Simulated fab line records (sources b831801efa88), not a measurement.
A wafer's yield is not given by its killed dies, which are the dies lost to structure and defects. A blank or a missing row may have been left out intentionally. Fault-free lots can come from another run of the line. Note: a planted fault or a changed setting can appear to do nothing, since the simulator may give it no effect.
Which tool was responsible? ; flow sfq-line ; 10 lots with 30 wafers sampled at 5 steps, on a route of 325 steps

## WHAT THE GAUGES SHOWED, per wafer
SFQ_M2_OVL_MEAS_916.
lot;measured;on;M2_OVL (nm)
L817;day 37 06:41;overlay-01;2 -4 -4
L818;day 38 13:53;overlay-02;-15 -21 -17
L819;day 38 22:25;overlay-01;-1 -6 -2
L820;day 39 05:37;overlay-02;-5 -7 -2
L821;day 39 14:01;overlay-01;5 4 9
L825;day 42 10:09;overlay-01;84 87 86
L826;day 42 23:29;overlay-01;-3 -2 -7
L827;day 43 16:16;overlay-01;1 1 0
L831;day 44 16:04;overlay-01;89 86 84
L839;day 47 10:00;overlay-02;-8 -2 -4

SFQ_I4_BOW_MEAS_927.
lot;measured;on;I4_BOW (um)
L817;day 57 01:32;film-metro-02;-14 0 -6
L818;day 58 05:33;film-metro-01;-8 -14 -10
L819;day 58 12:56;film-metro-01;15 4 -1
L820;day 58 18:46;film-metro-02;-7 -1 5
L821;day 59 01:58;film-metro-02;9 12 3
L825;day 60 22:28;film-metro-01;8 2 3
L826;day 61 11:43;film-metro-01;12 5 -3
L827;day 62 03:39;film-metro-02;14 16 4
L831;day 63 01:37;film-metro-01;21 16 24
L839;day 64 06:00;film-metro-01;3 4 -3

SFQ_M7_RS_MEAS_943: measurement is done with a four-point probe.
lot;measured;on;M7_NB_RS (ohm/sq)
L817;day 76 00:35;film-metro-03;0.892 0.887 0.890
L818;day 77 11:26;film-metro-02;0.890 0.883 0.884
L819;day 77 14:28;film-metro-02;0.904 0.889 0.905
L820;day 77 15:47;film-metro-03;0.908 0.888 0.893
L821;day 77 19:23;film-metro-04;0.907 0.898 0.895
L825;day 85 21:10;film-metro-04;0.875 0.868 0.878
L826;day 86 16:14;film-metro-03;0.879 0.887 0.886
L827;day 88 02:00;film-metro-02;0.903 0.899 0.904
L831;day 89 06:08;film-metro-02;0.890 0.896 0.885
L839;day 90 14:53;film-metro-03;0.874 0.884 0.894

## WHAT TOOL EACH LOT RAN ON (gives the tool, then ch and the chambers of the sampled wafers, and finally the start)
lot;SFQ_TRILAYER_M2_LITHO_EXPOSE_058;SFQ_TRILAYER_I6_VIA_STRIP_STRIP_173
L817;krf-scanner-01 ch 0, day 37 05:11;rie-metal-04 ch 0,1, day 75 23:41
L818;krf-scanner-01 ch 0, day 38 12:23;rie-metal-04 ch 1, day 77 10:32
L819;krf-scanner-02 ch 0, day 38 21:07;rie-metal-04 ch 0,1, day 77 13:32
L820;krf-scanner-02 ch 0, day 39 04:19;rie-metal-03 ch 0, day 77 14:52
L821;krf-scanner-02 ch 0, day 39 12:43;rie-metal-01 ch 0,1, day 77 18:28
L825;krf-scanner-01 ch 0, day 42 08:39;rie-metal-01 ch 0,1, day 85 20:16
L826;krf-scanner-02 ch 0, day 42 22:22;rie-metal-01 ch 0,1, day 86 15:30
L827;krf-scanner-02 ch 0, day 43 14:46;rie-metal-03 ch 0,1, day 88 01:06
L831;krf-scanner-01 ch 0, day 44 14:34;rie-metal-03 ch 0,1, day 89 05:14
L839;krf-scanner-02 ch 0, day 47 08:30;rie-metal-01 ch 0,1, day 90 13:58
- SFQ_TRILAYER_M2_LITHO_EXPOSE_058: exposes mask M2, target cd 500 nm.
- SFQ_TRILAYER_I6_VIA_STRIP_STRIP_173: strips in O2.

## AS READ BY THE TOOLS THEMSELVES (means over the sampled wafers that have a number; for cases with no such wafer, the mark the record gives instead)
SFQ_TRILAYER_I6_VIA_STRIP_STRIP_173.
lot;tool;drypump-motor-current-A (A);oes-product-au (a.u.)
L817;rie-metal-04;6.3;1.008
L818;rie-metal-04;6.1;1.012
L819;rie-metal-04;6.5;1.007
L820;rie-metal-03;6.0;0.991
L821;rie-metal-01;5.6;0.994
L825;rie-metal-01;5.5;1.003
L826;rie-metal-01;5.7;1.001
L827;rie-metal-03;5.8;0.993
L831;rie-metal-03;5.5;0.981
L839;rie-metal-01;5.7;0.998

## THE ANSWER, worked out from the rows above alone
Rule: the usual values come from the lots themselves. The widest of any qualifying gaps counts: lots, ordered by their means at a reading, are off when they make up no more than a third of the lots, leave a main group of 4 or more, and stand apart from it by 3 or more times the standard deviation of that group's means. A main group is skipped when, at the precision printed for the reading in the tables above, its means are all equal. A lot without any number at a reading at which 4 lots or more have one is off too. Any other lot the step has rows for is counted as sound. First the gauges in route order, then the tools' own readings, where a lot's mean is used as printed above. At the first step where some lot is off, the reading lying furthest off is the one used; lots without a number count as furthest.
Off: L825, L831, at SFQ_M2_OVL_MEAS_916 (M2_OVL). For the main group the mean is -4 nm and the standard deviation 6.3.
A tool fits if, at a process step before that reading, it ran every lot that is off, and no sound lot after the first of them. The gauges at SFQ_M2_OVL_MEAS_916 are tried like those tools. One fits: krf-scanner-01 at SFQ_TRILAYER_M2_LITHO_EXPOSE_058. A fault onset in the window from L818 (day 38 12:23, its last sound lot) to L825 (day 42 08:39, its first lot off) fits.

## WHAT WAS PUT IN BY THE SIMULATOR
Scanner matching overlay: krf-scanner-01, from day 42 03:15 on, at SFQ_TRILAYER_M2_LITHO_EXPOSE_058. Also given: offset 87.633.
Struck lots among those shown: L825, L831. The rule above reached the same finding.
